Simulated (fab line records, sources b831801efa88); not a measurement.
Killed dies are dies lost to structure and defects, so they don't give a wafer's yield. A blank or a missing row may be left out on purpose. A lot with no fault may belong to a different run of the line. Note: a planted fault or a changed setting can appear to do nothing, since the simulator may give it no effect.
fab line records | flow sky130
record lots=12 wafers=36 last-day=50
route steps=708 shown FIELD_ISO@5 DNWELL@37 PAD_OPEN@708
lots that met no fault: from a run of the same line without faults
start-h: hours from the record's opening day to when the first of the lot's shown wafers began | wait-h: hours from the lot's prior step to this one | " repeats the value in the row above | L1.1+2: several wafers, shown together as one row | - no value, or no start given | * or withheld: withheld | < > ~ a bound
route shown NAME@n: a module of which the file shows steps, and the number in the route of the first | usual: the fault-free wafers' mean and standard deviation | same: alike in all rows | chamber/n: place in a boat | sites: each site's reading | _std_site: the standard deviation of these | _edge_site: the outer-site mean with the inner-site mean subtracted | radius-mm: how far each site lies from the wafer's centre | mask NAME#n: copy n | behind: tool/chamber where the wafer was last shaped | hold: cause of the lot's hold/its duration in hours/its outcome | device: which transistor (n, p or np) failed to switch | end of line: the route-end tests of the same wafers | for a step that has no rows: nothing shown but its recipe | killed: dies lost to structure and defects at the first sort, not the wafer's yield | map: the dies of a wafer, with x for killed, . for not killed, _ for no die there
set.NAME: the setting that was run; set.NAME@STEP: the one run at that earlier step | model.NAME: the simulator's own value behind a step, which no gauge read
the route's steps for a sample of lots (tables are steps, rows are wafers)
services: the hour from which a tool's chamber was out of use, counted from the record's first day as start-h (under 0 if before that day), plus the number of hours and why
## steps
# step SKY_FIELD_ISO_THK_MEAS_04
# recipe reads=Si3N4_of_FIELD_ISO_CVD_03
# usual FIELD_ISO_CVD_03_THK=164.7/1.7
# columns lot.wafer tool chamber start-h wait-h FIELD_ISO_CVD_03_THK[nm]
L399.3 film-metro-03 - 13.50 0.0 163.0
L399.4 " - " " 162.8
L399.6 " - " " 162.9
L401.2 film-metro-01 - 24.56 0.0 166.8
L401.4 " - " " 166.8
L401.6 " - " " 167.3
L402.2 film-metro-04 - 29.39 0.0 162.7
L402.4 " - " " 161.1
L402.5 " - " " 160.0
L403.1 film-metro-04 - 36.30 0.0 164.4
L403.2 " - " " 164.0
L403.3 " - " " 163.4
L408.1 film-metro-03 - 58.48 0.0 165.4
L408.3 " - " " 165.6
L408.5 " - " " 165.1
L409.1 film-metro-04 - 64.25 0.0 164.8
L409.4 " - " " 165.7
L409.6 " - " " 163.6
L414.1 film-metro-03 - 90.79 0.0 167.0
L414.2 " - " " 167.0
L414.4 " - " " 166.1
L415.1 film-metro-03 - 94.49 0.0 166.5
L415.2 " - " " 165.3
L415.5 " - " " 165.4
L416.1 film-metro-03 - 98.86 0.0 163.9
L416.2 " - " " 162.4
L416.3 " - " " 163.5
L418.1 film-metro-03 - 108.48 0.0 166.2
L418.2 " - " " 164.7
L418.3 " - " " 165.4
L419.2 film-metro-04 - 115.50 0.0 165.5
L419.3 " - " " 165.2
L419.4 " - " " 165.7
L420.1 film-metro-03 - 119.53 0.0 165.0
L420.3 " - " " 166.1
L420.4 " - " " 164.3
# step SKY_FIELD_ISO_ETCH_17
# recipe target-depth-a=3420 mask-material=Si3N4 chemistry=HBr/Cl2/O2 target=Si taper-deg=5 icp-w=600 bias-w=150 pressure-mtorr=15 HBr_flow_sccm=150 Cl2_flow_sccm=40 O2_flow_sccm=6 time-s=97.7
# usual chamber-pressure-mTorr=15.000/0.014 drypump-motor-current-A=5.6/0.52 oes-product-au=1.002/0.007 throttle-valve-pct=25.653/0.01
# columns lot.wafer tool chamber start-h wait-h chamber-pressure-mTorr drypump-motor-current-A oes-product-au rf-hours-counter-h throttle-valve-pct
L399.3 rie-si-01 3 28.26 0.0 15.011 5.4 1.000 66 25.676
L399.4 " 1 " " 15.004 4.8 0.991 2 25.659
L399.6 " 1 " " 14.988 4.8 0.998 - 25.661
L401.2 rie-si-02 2 39.67 0.1 15.019 5.9 1.013 100 25.660
L401.4 " 1 " " 15.023 5.9 1.008 97 25.628
L401.6 " 2 " " 14.987 5.9 1.005 - 25.639
L402.2 rie-si-01 2 44.91 0.1 14.993 6.2 1.001 1 25.660
L402.4 " 0 " " 15.022 5.9 1.004 78 25.664
L402.5 " 3 " " 14.990 5.4 1.007 - 25.663
L403.1 rie-si-01 3 51.36 0.1 14.981 5.4 1.013 67 25.645
L403.2 " 1 " " 15.007 4.8 0.995 3 25.637
L403.3 " 0 " " 15.008 6.0 0.994 78 25.650
L408.1 rie-si-02 0 75.61 0.1 14.984 4.7 1.013 1 25.647
L408.3 " 3 " " 14.982 5.7 1.005 0 25.659
L408.5 " 3 " " 15.020 5.7 1.006 - 25.638
L409.1 rie-si-01 3 82.12 0.1 14.974 5.5 1.004 67 25.635
L409.4 " 0 " " 15.006 6.0 0.997 78 25.669
L409.6 " 3 " " 15.003 5.5 1.005 - 25.649
L414.1 rie-si-01 2 107.95 0.1 15.030 6.2 1.000 2 25.645
L414.2 " 0 " " 15.010 5.9 1.003 79 25.649
L414.4 " 3 " " 15.008 5.5 1.010 67 25.655
L415.1 rie-si-02 0 113.00 0.1 14.986 4.7 1.003 2 25.659
L415.2 " 2 " " 14.997 5.9 1.002 101 25.650
L415.5 " 0 " " 14.988 4.7 0.993 - 25.649
L416.1 rie-si-01 1 117.21 0.1 15.003 4.7 1.001 3 25.643
L416.2 " 2 " " 14.992 6.2 0.998 2 25.648
L416.3 " 3 " " 14.984 5.5 0.999 67 25.659
L418.1 rie-si-01 2 127.21 0.1 15.023 6.2 1.015 2 25.660
L418.2 " 0 " " 14.990 6.0 1.009 79 25.653
L418.3 " 1 " " 15.024 4.8 1.015 3 25.659
L419.2 rie-si-01 3 134.87 0.1 15.007 5.5 1.002 67 25.638
L419.3 " 1 " " 14.990 4.7 0.994 3 25.650
L419.4 " 2 " " 14.987 6.2 1.010 2 25.656
L420.1 rie-si-02 1 138.60 0.1 15.006 5.9 0.988 98 25.651
L420.3 " 3 " " 14.987 5.7 0.994 1 25.641
L420.4 " 2 " " 15.010 5.9 1.007 101 25.655
# step SKY_DNWELL_COAT_02
# recipe spin-rpm=2000 resist-thk-nm=3000
# usual dispense-pressure-kPa=54/3.1 exhaust-pa=45.2/0.94
# columns lot.wafer tool chamber start-h wait-h dispense-pressure-kPa exhaust-pa
L399.3 litho-track-01 0 47.83 0.1 58 46.6
L399.4 " 0 " " 58 45.9
L399.6 " 0 " " 58 45.7
L401.2 litho-track-02 0 56.38 0.1 53 45.2
L401.4 " 0 " " 53 45.3
L401.6 " 0 " " 53 46.5
L402.2 litho-track-01 0 60.56 0.1 58 44.2
L402.4 " 0 " " 58 45.3
L402.5 " 0 " " 58 44.1
L403.1 litho-track-01 0 65.73 0.1 58 44.7
L403.2 " 0 " " 58 44.4
L403.3 " 0 " " 58 44.6
L408.1 litho-track-03 0 92.14 0.1 49 44.6
L408.3 " 0 " " 49 45.3
L408.5 " 0 " " 49 44.5
L409.1 litho-track-01 0 96.23 0.1 58 45.6
L409.4 " 0 " " 58 44.7
L409.6 " 0 " " 58 45.8
L414.1 litho-track-01 0 122.73 0.1 58 46.0
L414.2 " 0 " " 58 45.7
L414.4 " 0 " " 58 47.9
L415.1 litho-track-01 0 127.48 0.1 58 45.5
L415.2 " 0 " " 58 46.1
L415.5 " 0 " " 58 45.7
L416.1 litho-track-03 0 133.99 0.1 49 44.5
L416.2 " 0 " " 49 43.6
L416.3 " 0 " " 49 43.5
L418.1 litho-track-02 0 142.95 0.1 53 45.8
L418.2 " 0 " " 53 46.9
L418.3 " 0 " " 53 46.5
L419.2 litho-track-02 0 150.62 0.1 53 44.3
L419.3 " 0 " " 53 46.5
L419.4 " 0 " " 53 44.7
L420.1 litho-track-02 0 155.40 0.1 53 44.7
L420.3 " 0 " " 53 44.0
L420.4 " 0 " " 53 44.2
# step SKY_DNWELL_STRIP_08
# recipe chemistry=O2/N2 power-w=1400 pressure-mtorr=1500 platen-temp-c=withheld o2-flow-sccm=3000 n2-flow-sccm=300 overash-fraction=0.5
# usual chamber-pressure-mTorr=1500.0/1.3 drypump-motor-current-A=5.8/0.46 oes-product-au=0.722/0.0042 strip-time-to-endpoint-s=36.91/0.12
# columns lot.wafer tool chamber start-h wait-h chamber-pressure-mTorr drypump-motor-current-A oes-product-au rf-hours-counter-h strip-time-to-endpoint-s
L399.3 plasma-asher-01 0 55.66 0.1 1500.4 6.1 0.729 - 37.04
L399.4 " 1 " " 1500.5 5.9 0.726 - 36.97
L399.6 " 0 " " 1501.1 6.1 0.725 - 36.98
L401.2 plasma-asher-03 0 64.80 0.1 1499.6 5.3 0.723 20 37.10
L401.4 " 0 " " 1498.8 5.3 0.720 - 37.22
L401.6 " 0 " " 1501.6 5.3 0.720 - 37.17
L402.2 plasma-asher-02 0 68.50 0.1 1501.5 5.6 0.721 39 36.89
L402.4 " 0 " " 1499.9 5.6 0.721 - 36.88
L402.5 " 0 " " 1501.0 5.6 0.712 - 36.78
L403.1 plasma-asher-02 1 75.09 0.1 1501.4 6.4 0.719 39 36.97
L403.2 " 0 " " 1498.6 5.6 0.728 39 36.88
L403.3 " 0 " " 1499.5 5.6 0.712 - 37.03
L408.1 plasma-asher-01 1 100.94 0.1 1499.1 5.9 0.719 45 36.94
L408.3 " 0 " " 1498.9 6.1 0.730 - 36.93
L408.5 " 0 " " 1500.4 6.1 0.729 - 36.97
L409.1 plasma-asher-02 0 105.23 0.1 1499.5 5.6 0.724 42 37.06
L409.4 " 0 " " 1500.0 5.6 0.719 - 36.95
L409.6 " 0 " " 1498.2 5.6 0.723 - 36.99
L414.1 plasma-asher-03 0 132.44 0.1 1498.7 5.3 0.725 29 37.81
L414.2 " 1 " " 1501.1 5.2 0.725 29 37.70
L414.4 " 0 " " 1500.3 5.3 0.729 - 37.85
L415.1 plasma-asher-02 1 137.04 0.1 1501.2 6.4 0.725 46 37.65
L415.2 " 0 " " 1500.8 5.7 0.727 46 37.65
L415.5 " 1 " " 1500.7 6.4 0.721 - 37.68
L416.1 plasma-asher-03 1 144.70 0.1 1501.5 5.2 0.725 30 37.02
L416.2 " 0 " " 1501.1 5.3 0.723 30 37.08
L416.3 " 1 " " 1498.9 5.2 0.721 - 37.07
L418.1 plasma-asher-03 0 152.89 0.1 1500.4 5.3 0.713 31 36.69
L418.2 " 1 " " 1501.8 5.2 0.718 31 36.81
L418.3 " 1 " " 1498.9 5.2 0.725 - 36.81
L419.2 plasma-asher-03 1 161.20 0.1 1501.3 5.2 0.718 32 36.85
L419.3 " 0 " " 1500.7 5.3 0.715 - 36.92
L419.4 " 1 " " 1497.8 5.2 0.721 - 36.89
L420.1 plasma-asher-02 0 166.29 0.1 1499.6 5.6 0.719 49 37.03
L420.3 " 1 " " 1503.6 6.4 0.726 - 36.98
L420.4 " 0 " " 1501.5 5.6 0.725 - 37.00
# step SKY_DNWELL_TW_MEAS_09
# usual DNWELL_TW=1118/7.8
# columns lot.wafer tool chamber start-h wait-h DNWELL_TW
L399.3 film-metro-02 - 55.75 0.1 1110
L399.4 " - " " 1119
L399.6 " - " " 1120
L401.2 film-metro-02 - 64.91 0.1 1116
L401.4 " - " " 1111
L401.6 " - " " 1123
L402.2 film-metro-03 - 68.61 0.1 1124
L402.4 " - " " 1130
L402.5 " - " " 1126
L403.1 film-metro-02 - 75.19 0.1 1119
L403.2 " - " " 1117
L403.3 " - " " 1122
L408.1 film-metro-02 - 101.04 0.1 1119
L408.3 " - " " 1117
L408.5 " - " " 1120
L409.1 film-metro-02 - 105.33 0.1 1120
L409.4 " - " " 1122
L409.6 " - " " 1128
L414.1 film-metro-02 - 132.54 0.1 1128
L414.2 " - " " 1124
L414.4 " - " " 1117
L415.1 film-metro-03 - 137.14 0.1 1128
L415.2 " - " " 1123
L415.5 " - " " 1125
L416.1 film-metro-02 - 144.80 0.1 1118
L416.2 " - " " 1117
L416.3 " - " " 1119
L418.1 film-metro-02 - 152.99 0.1 1121
L418.2 " - " " 1122
L418.3 " - " " 1127
L419.2 film-metro-01 - 161.31 0.1 1110
L419.3 " - " " 1112
L419.4 " - " " 1107
L420.1 film-metro-02 - 166.39 0.1 1118
L420.3 " - " " 1117
L420.4 " - " " 1119
# step SKY_PAD_OPEN_PROBE_99
# usual killed_at_M0_to_M3=43/8 killed_at_M4_up=2.9/1.6 killed-at-contacts=26/5.2 killed-at-front-end=15/4.3 killed-at-other=0.3/0.56 killed-dies=87/10 killed-open=48/6.9 killed-short=40/6.5
# same gross-dies=492 killed-at-back-side=0
# columns lot.wafer tool chamber start-h wait-h killed_at_M0_to_M3 killed_at_M4_up killed-at-contacts killed-at-front-end killed-at-other killed-dies killed-open killed-short
L415.1 prober-01 - 1164.75 0.1 45 6 24 9 0 84 54 30
L415.2 prober-01 - 1164.80 0.1 39 2 20 11 0 72 39 33
L415.5 prober-01 - 1164.95 0.2 58 2 26 17 0 103 48 55
L419.2 prober-01 - 1182.73 0.1 46 0 23 19 0 88 44 44
L419.3 prober-01 - 1182.78 0.2 48 3 16 15 0 82 47 35
L419.4 prober-01 - 1182.83 0.2 46 6 24 14 0 90 47 43
# killed by level:class
L415.1 VIA1:geometric-particle:open=13 CONTACT:geometric-particle:open=10 VIA3:geometric-particle:open=7 LI_CONTACT:geometric-particle:open=6 VIA1:geometric-particle:short=6 VIA2:geometric-particle:open=5 METAL2:geometric-particle:short=4 CONTACT:geometric-particle:short=3
L415.2 VIA1:geometric-particle:open=14 CONTACT:geometric-particle:open=10 POLY_GATE:geometric-particle:short=5 METAL1:geometric-particle:short=5 VIA2:geometric-particle:open=5 LOCAL_INTERCONNECT:geometric-particle:short=4 CONTACT:geometric-particle:short=4 VIA3:geometric-particle:open=4
L415.5 VIA1:geometric-particle:open=11 VIA1:geometric-particle:short=11 METAL1:geometric-particle:short=10 VIA3:geometric-particle:open=8 LI_CONTACT:geometric-particle:open=8 METAL2:geometric-particle:short=7 CONTACT:geometric-particle:short=6 POLY_GATE:geometric-particle:short=4
L419.2 VIA1:geometric-particle:open=14 VIA1:geometric-particle:short=8 LI_CONTACT:geometric-particle:open=7 CONTACT:geometric-particle:short=6 CONTACT:geometric-particle:open=6 FIELD_ISO:geometric-particle:short=5 FIELD_ISO:geometric-particle:open=5 POLY_GATE:geometric-particle:short=4
L419.3 VIA1:geometric-particle:open=18 VIA3:geometric-particle:open=8 VIA1:geometric-particle:short=7 FIELD_ISO:geometric-particle:short=6 CONTACT:geometric-particle:open=6 FIELD_ISO:geometric-particle:open=5 LI_CONTACT:geometric-particle:open=5 METAL2:geometric-particle:short=4
L419.4 VIA1:geometric-particle:open=12 VIA2:geometric-particle:open=10 CONTACT:geometric-particle:open=8 LOCAL_INTERCONNECT:geometric-particle:short=7 METAL2:geometric-particle:short=6 POLY_GATE:geometric-particle:open=5 METAL1:geometric-particle:short=5 LI_CONTACT:geometric-particle:open=4
## services
# columns tool chamber start-h hours kind
rie-si-02 - 12.16 14.6 pm
plasma-asher-03 - 14.71 37.0 repair
rie-si-02 1 29.00 5.0 repair
rie-si-01 - 30.68 1.0 repair
rie-si-01 - 46.63 0.4 repair
rie-si-02 3 52.04 - clean
rie-si-02 3 52.04 15.4 scheduled-down
rie-si-02 3 52.04 15.4 vent-cycle
plasma-asher-01 - 55.77 0.6 repair
rie-si-02 0 84.37 3.4 repair
rie-si-02 3 92.83 1.3 repair
plasma-asher-02 - 98.20 6.0 repair
plasma-asher-01 - 108.12 3.6 repair
rie-si-01 3 131.79 2.5 repair
## key
first-sign step=SKY_DNWELL_STRIP_08 reading=strip-time-to-endpoint-s direction=up sigmas=7 usual=* struck=*
effect none on later readings
met-at SKY_DNWELL_COAT_02
struck-lots L414,L415
tester-left-out L414,L415
not-acting-at SKY_FIELD_ISO_THK_MEAS_04,SKY_FIELD_ISO_ETCH_17,SKY_DNWELL_TW_MEAS_09
onset-between 96.23 122.73
fault kind=process-parameter-drift tool=litho-track-01 chamber=- onset-h=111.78 steps=SKY_DNWELL_COAT_02 channel=resist-thk-nm offset=75.182 shape=step end-h=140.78 acts-in=these-recipes-only stated=3000
# tester-left-out: of these lots the tester's yield and bins aren't shown, on N5 and GAA mostly nor the transistor test; their killed dies are dies lost to structure and defects alone, not to doping, threshold or leakage, so they don't give the yield
